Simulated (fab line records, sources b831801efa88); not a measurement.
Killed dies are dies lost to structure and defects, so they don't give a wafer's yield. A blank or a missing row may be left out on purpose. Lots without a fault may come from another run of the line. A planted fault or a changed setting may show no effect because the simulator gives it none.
fab line records | flow gf180mcu
record lots=6 wafers=18 last_day=33
route steps=602 shown HV_LDD@227 NSD@235
lots that met no fault: from a run of the same line without faults
start_h: hours from the record's first day to the start of the lot's first wafer shown | wait_h: hours since the lot's step before | " the same as in the row above | L1.1+2: a row that stands for several wafers | - no value, or no start given | * or withheld: withheld | < > ~ a bound
route shown NAME@n: a module of which the file shows steps, and the number in the route of the first | usual: mean/standard deviation of fault-free wafers | same: alike in all rows | chamber/n: place in a boat | sites: the reading at each site | _std_site: their standard deviation | _edge_site: outer sites' mean less inner sites' | radius_mm: how far each site lies from the wafer's centre | mask NAME#n: copy n | behind: the tool/chamber that last shaped the wafer | hold: why the lot was held/for how many hours/how that ended | device: the transistor (n, p or np) that didn't switch | end of line: the same wafers' tests at the end of the route | a step without rows: its recipe alone | killed: dies lost to structure and defects at the first sort, not the wafer's yield | map: a wafer's dies, x killed, . not, _ none there
set.NAME: the setting as run; set.NAME@STEP: as run at that earlier step | model.NAME: the simulator's own value behind a step, which no gauge read
lots at some steps of the route; a table a step, a row a wafer
services: from which hour (start_h, from the record's first day; less than 0 if before it) a tool's chamber was out of use, for how many hours, and why
## steps
# step GF_HV_LDD_CLEAN_51
# recipe chemistry=SC1/SC2 mix=1:4:20 temp_c=70 time_s=150 dry=n2_spin
# step GF_HV_LDD_RTA_52
# recipe temp_c=1000 time_s=10 ambient=N2
# usual lamp_power_pct=30/3.5 wafer_temp_C_max=1004.7/0.97
# columns lot.wafer tool chamber start_h wait_h lamp_power_pct wafer_temp_C_max
L937.1 rtp_anneal-01 0 290.01 0.0 27 1004.3
L937.2 " 0 " " 27 1003.9
L937.6 " 0 " " 27 1005.8
L941.3 rtp_anneal-02 0 323.05 0.0 34 1004.0
L941.4 " 0 " " 34 1003.8
L941.6 " 0 " " 34 1004.4
L945.1 rtp_anneal-01 0 360.51 0.0 27 1004.8
L945.2 " 0 " " 27 1003.8
L945.4 " 0 " " 27 1004.5
L946.2 rtp_anneal-02 0 362.48 0.0 34 1004.6
L946.3 " 0 " " 34 1004.3
L946.5 " 0 " " 34 1003.6
L951.1 rtp_anneal-01 0 406.56 0.0 27 1005.0
L951.3 " 0 " " 27 1004.2
L951.4 " 0 " " 27 1005.5
L952.3 rtp_anneal-01 0 411.08 0.0 27 1005.0
L952.5 " 0 " " 27 1004.7
L952.6 " 0 " " 27 1005.3
# step GF_HV_LDD_RS_MEAS_53
# recipe thk_meas_gauge=four-point-probe
# usual HV_LDD_RS=418.7/0.96
# columns lot.wafer tool chamber start_h wait_h HV_LDD_RS[ohm/sq]
L937.1 film_metro-02 - 290.08 0.1 418.3
L937.2 " - " " 418.1
L937.6 " - " " 418.1
L941.3 film_metro-04 - 323.18 0.1 418.3
L941.4 " - " " 417.1
L941.6 " - " " 417.6
L945.1 film_metro-02 - 360.58 0.1 418.2
L945.2 " - " " 418.6
L945.4 " - " " 419.2
L946.2 film_metro-02 - 362.62 0.1 417.4
L946.3 " - " " 417.9
L946.5 " - " " 418.0
L951.1 film_metro-02 - 406.62 0.1 418.7
L951.3 " - " " 418.6
L951.4 " - " " 418.4
L952.3 film_metro-01 - 411.16 0.1 420.6
L952.5 " - " " 419.4
L952.6 " - " " 419.7
# step GF_HV_LDD_CVD_54
# recipe material=SiO2 target_thk_nm=10 precursor=TEOS temp_c=680 time_s=75 pressure_mtorr=400
# step GF_HV_LDD_THK_MEAS_55
# recipe reads=SiO2_of_HV_LDD_CVD_54
# usual HV_LDD_CVD_54_THK=10.04/0.13
# columns lot.wafer tool chamber start_h wait_h HV_LDD_CVD_54_THK[nm]
L937.1 film_metro-02 - 291.22 0.0 10.15
L937.2 " - " " 10.01
L937.6 " - " " 10.15
L941.3 film_metro-01 - 324.30 0.0 10.14
L941.4 " - " " 10.12
L941.6 " - " " 10.24
L945.1 film_metro-04 - 361.72 0.0 10.06
L945.2 " - " " 10.06
L945.4 " - " " 10.10
L946.2 film_metro-02 - 364.24 0.0 10.06
L946.3 " - " " 10.25
L946.5 " - " " 10.08
L951.1 film_metro-02 - 408.28 0.0 9.98
L951.3 " - " " 9.85
L951.4 " - " " 9.85
L952.3 film_metro-04 - 412.80 0.0 10.00
L952.5 " - " " 9.98
L952.6 " - " " 9.97
# step GF_HV_LDD_CVD_56
# recipe material=Si3N4 precursor=DCS/NH3 target_thk_nm=90 temp_c=770 time_s=1543 pressure_mtorr=250
# step GF_HV_LDD_THK_MEAS_57
# recipe reads=Si3N4_of_HV_LDD_CVD_56
# usual HV_LDD_CVD_56_THK=90.1/0.79
# columns lot.wafer tool chamber start_h wait_h HV_LDD_CVD_56_THK[nm]
L937.1 film_metro-02 - 292.71 0.0 90.9
L937.2 " - " " 91.5
L937.6 " - " " 91.2
L941.3 film_metro-01 - 325.79 0.0 89.4
L941.4 " - " " 88.6
L941.6 " - " " 89.1
L945.1 film_metro-04 - 363.21 0.0 89.4
L945.2 " - " " 89.4
L945.4 " - " " 90.0
L946.2 film_metro-01 - 365.73 0.0 89.8
L946.3 " - " " 89.9
L946.5 " - " " 89.1
L951.1 film_metro-02 - 410.48 0.0 90.2
L951.3 " - " " 89.5
L951.4 " - " " 89.9
L952.3 film_metro-01 - 415.00 0.0 90.7
L952.5 " - " " 91.1
L952.6 " - " " 89.9
# step GF_HV_LDD_ETCHBACK_58
# recipe chemistry=CH3F/O2 target=Si3N4 stop_on=SiO2 source_w=400 bias_w=80 pressure_mtorr=25 ch3f_flow_sccm=40 O2_flow_sccm=30 time_s=100 target_depth_a=900
# usual ch3f_flow_sccm=40.00/0.13 chamber_pressure_mTorr=25.002/0.022 drypump_motor_current_A=5.6/0.48 oes_product_au=0.843/0.0067 throttle_valve_pct=10.561/0.009
# columns lot.wafer tool chamber start_h wait_h ch3f_flow_sccm chamber_pressure_mTorr drypump_motor_current_A oes_product_au rf_hours_counter_h throttle_valve_pct
L937.1 rie_diel-04 0 292.77 0.1 40.10 25.031 6.0 0.852 1 10.561
L937.2 " 1 " " 40.04 25.036 6.0 0.846 15 10.552
L937.6 " 1 " " 40.09 24.966 6.0 0.855 - 10.556
L941.3 rie_diel-02 3 325.83 0.0 39.99 24.987 6.0 0.834 83 10.576
L941.4 " 1 " " 40.04 24.976 5.9 0.828 4 10.558
L941.6 " 0 " " 39.90 24.991 5.3 0.838 - 10.572
L945.1 rie_diel-02 0 363.27 0.1 39.89 25.001 5.3 0.839 27 10.562
L945.2 " 1 " " 39.95 25.010 5.9 0.842 5 10.538
L945.4 " 0 " " 39.95 25.027 5.3 0.849 - 10.559
L946.2 rie_diel-04 1 365.78 0.0 39.93 25.011 6.1 0.830 17 10.563
L946.3 " 2 " " 39.74 25.016 5.1 0.839 14 10.558
L946.5 " 3 " " 39.91 25.032 5.4 0.830 - 10.555
L951.1 rie_diel-02 2 410.54 0.1 40.04 25.015 4.9 0.845 5 10.555
L951.3 " 1 " " 40.09 24.982 5.9 0.842 6 10.578
L951.4 " 0 " " 39.85 25.029 5.3 0.837 29 10.560
L952.3 rie_diel-04 0 415.04 0.0 40.01 25.028 6.0 0.848 4 10.568
L952.5 " 3 " " 40.16 25.019 5.4 0.848 - 10.553
L952.6 " 2 " " 40.08 25.001 5.1 0.843 - 10.564
# step GF_NSD_DEHYDRATE_00
# recipe temp_c=200 time_s=60
# step GF_NSD_HMDS_01
# recipe prime_time_s=60 prime_temp_c=120
# step GF_NSD_COAT_02
# recipe resist=NOVOLAK spin_rpm=3000 resist_thk_nm=1000
# step GF_NSD_SOFTBAKE_03
# recipe temp_c=90 time_s=60 resist=NOVOLAK
# step GF_NSD_EXPOSE_04
# recipe mask_id=Nplus target_cd_nm=400 na=0.6 source_shape=conventional sigma_outer=0.6 dose_mj=140
# usual exposure_dose_mJ_cm2=140.02/0.12 focus_offset_nm=0.0/0.48
# columns lot.wafer tool chamber start_h wait_h mask exposure_dose_mJ_cm2 focus_offset_nm
L937.1 iline_stepper-01 0 302.29 - Nplus#0 139.99 -1.2
L937.2 " 0 " " Nplus#0 139.94 -0.2
L937.6 " 0 " " Nplus#0 139.97 -0.6
L941.3 iline_stepper-02 0 336.56 - Nplus#0 140.08 -0.2
L941.4 " 0 " " Nplus#0 140.03 -0.4
L941.6 " 0 " " Nplus#0 140.08 -1.0
L945.1 iline_stepper-01 - 374.47 - Nplus#0 - -
L945.2 " - " " Nplus#0 - -
L945.4 " - " " Nplus#0 - -
L946.2 iline_stepper-01 - 377.02 - Nplus#0 - -
L946.3 " - " " Nplus#0 - -
L946.5 " - " " Nplus#0 - -
L951.1 iline_stepper-02 0 422.62 - Nplus#0 139.91 -0.5
L951.3 " 0 " " Nplus#0 140.16 0.0
L951.4 " 0 " " Nplus#0 139.88 -0.3
L952.3 iline_stepper-01 0 427.40 - Nplus#0 140.06 0.6
L952.5 " 0 " " Nplus#0 139.91 0.9
L952.6 " 0 " " Nplus#0 140.04 0.6
# step GF_NSD_PEB_05
# recipe temp_c=withheld time_s=* resist=NOVOLAK
## services
# columns tool chamber start_h hours kind
iline_stepper-02 - 283.11 4.4 pm
iline_stepper-01 - 292.14 1.7 pm
rie_diel-02 1 292.74 1.4 repair
iline_stepper-02 - 294.86 2.4 repair
iline_stepper-01 - 313.72 1.0 repair
rie_diel-02 0 315.82 6.9 repair
rie_diel-04 0 320.27 10.3 repair
rie_diel-02 - 334.54 0.9 repair
iline_stepper-02 - 339.81 7.3 repair
rie_diel-04 0 351.06 4.7 repair
rie_diel-02 2 361.38 11.7 repair
iline_stepper-02 - 372.68 4.6 repair
iline_stepper-01 - 380.80 4.4 pm
rie_diel-02 - 393.54 0.2 repair
iline_stepper-01 - 415.91 2.1 pm
iline_stepper-01 - 418.00 - consumable_replace:lamp
## key
first_sign step=GF_NSD_EXPOSE_04 reading=tool_record direction=missing
effect none on later readings
met_at GF_NSD_EXPOSE_04
struck_wafers L945.1,L945.2,L945.4,L946.2,L946.3,L946.5
sort_left_out L945.1,L945.2,L945.4,L946.2,L946.3,L946.5
tester_left_out L945,L946
onset_between 302.29 374.47
fault kind=skipped_step_whole tool=iline_stepper-01 chamber=- onset_h=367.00 steps=GF_NSD_EXPOSE_04 scope=struck_lots_only
# tester_left_out: of these lots the tester's yield and bins aren't shown, on N5 and GAA mostly nor the transistor test; their killed dies are dies lost to structure and defects alone, not to doping, threshold or leakage, so they don't give the yield
# sort_left_out: the simulated sort isn't trusted on such a fault, so these wafers' sort isn't shown, and their yield isn't known
